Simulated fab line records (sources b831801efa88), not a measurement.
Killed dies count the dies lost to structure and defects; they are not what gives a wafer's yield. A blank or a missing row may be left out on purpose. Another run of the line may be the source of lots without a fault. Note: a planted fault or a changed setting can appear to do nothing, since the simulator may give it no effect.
Lot-split experiment | flow gf180mcu | 23 wafers read from 5 lots, route of 602 steps

ON THE SPLIT
At GF_V4_CMP_04 (polishes SiO2), the setting leave-above-ref-nm was moved away from the recipe's 632.5 nm on 7 of the 23 wafers read, by -2.2% to +6.0%. This setting was run at the recipe's value on the other wafers.

Reading taken at the split's own step.

THE READING
SiO2_of_V4_CVD_02.thk-nm (the simulator's own value, which no gauge read), in nm, at GF_V4_CMP_04 (polishes SiO2). No usual value for it is given in the file. The 16 wafers here that ran the recipe average 632.5 nm, standard deviation 1.1 nm.

wafer  | tool, chamber at the split | leave-above-ref-nm as run, nm | against the recipe | SiO2_of_V4_CVD_02.thk-nm, nm | against lot-mates on the recipe
L076.4 | cmp-02, 2                  | 618.6                         | -2.2%              | 621.8                        | -11.6
L076.3 | cmp-02, 0                  | 632.5                         | recipe             | 632.3                        | -
L076.2 | cmp-02, 1                  | 618.6                         | -2.2%              | 619.9                        | -13.5
L076.6 | cmp-02, 2                  | 632.5                         | recipe             | 634.5                        | -
L076.5 | cmp-02, 3                  | 618.6                         | -2.2%              | 619.3                        | -14.1
L077.1 | cmp-01, 2                  | 632.5                         | recipe             | 630.8                        | -
L077.2 | cmp-01, 1                  | 632.5                         | recipe             | 631.9                        | -
L077.6 | cmp-01, 2                  | 632.5                         | recipe             | 632.2                        | -
L080.1 | cmp-01, 1                  | 632.5                         | recipe             | 633.1                        | -
L080.2 | cmp-01, 2                  | 667.1                         | +5.5%              | 666.1                        | +33.5
L080.3 | cmp-01, 0                  | 632.5                         | recipe             | 633.3                        | -
L080.5 | cmp-01, 1                  | 632.5                         | recipe             | 631.4                        | -
L080.6 | cmp-01, 2                  | 667.1                         | +5.5%              | 666.6                        | +34.0
L082.2 | cmp-02, 3                  | 670.2                         | +6.0%              | 672.1                        | +38.9
L082.3 | cmp-02, 0                  | 632.5                         | recipe             | 632.1                        | -
L082.1 | cmp-02, 2                  | 670.2                         | +6.0%              | 672                          | +38.8
L082.6 | cmp-02, 3                  | 632.5                         | recipe             | 634.9                        | -
L082.5 | cmp-02, 0                  | 632.5                         | recipe             | 632.5                        | -
L084.1 | cmp-01, 0                  | 632.5                         | recipe             | 633.5                        | -
L084.3 | cmp-01, 1                  | 632.5                         | recipe             | 632.5                        | -
L084.2 | cmp-01, 2                  | 632.5                         | recipe             | 630.7                        | -
L084.6 | cmp-01, 0                  | 632.5                         | recipe             | 632.9                        | -
L084.5 | cmp-01, 1                  | 632.5                         | recipe             | 632.2                        | -

THE FIT
A straight line over all 23 wafers: SiO2_of_V4_CVD_02.thk-nm changes by +6.3 nm for each +1% of leave-above-ref-nm; r = +1.00; the points scatter about the line by 1.3 nm.
The same after taking each lot's own level away (the mean of its wafers on the recipe; 23 wafers): +6.3 nm for each +1%; r = +1.00; scatter 1.1 nm.
That fit puts the effect of the largest move of leave-above-ref-nm on the reading at 38 nm.
The lots' own levels span 631.63 to 633.40 nm, that is 1.6 times the standard deviation above.
The two slopes are in agreement: the lot-to-lot level therefore moves the slope only a little.
Check: with one of the wafers moved furthest among these (+6.0%) left out of the fit, the line predicts +37.3 nm for it against its lot-mates. Against them it came out at +38.9 nm.

ADDITIONAL SPLITS CARRIED BY THESE WAFERS
Other splits were also applied to these wafers ahead of the reading. Each is held against what the fit with the lots' levels taken away leaves over:
other split on the same wafers       | wafers away from the commonest value | r with SiO2_of_V4_CVD_02.thk-nm (lot level and that fit taken away)
GF_M1_SPUTTER_04 chamber-pressure-pa | 18                                   | -0.25
GF_M1_STRIP_17 power-w               | 8                                    | -0.01
GF_V1_SPUTTER_22 time-s              | 9                                    | -0.12
GF_M2_SPUTTER_01 power-w             | 7                                    | -0.28
GF_M2_PEB_12 peb-temp-c              | 10                                   | +0.04
GF_V2_CVD_00 sih4-flow-sccm          | 7                                    | +0.12
GF_M3_SPUTTER_02 power-w             | 6                                    | -0.27
GF_M3_SOFTBAKE_10 temp-c             | 11                                   | +0.07
GF_V3_CMP_04 leave-above-ref-nm      | 6                                    | -0.17
GF_M4_SPUTTER_04 time-s              | 5                                    | -0.07

FILE'S OWN FIT
SiO2_of_V4_CVD_02.thk-nm changes by +6.33 nm for each +1% of leave-above-ref-nm, r = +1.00.
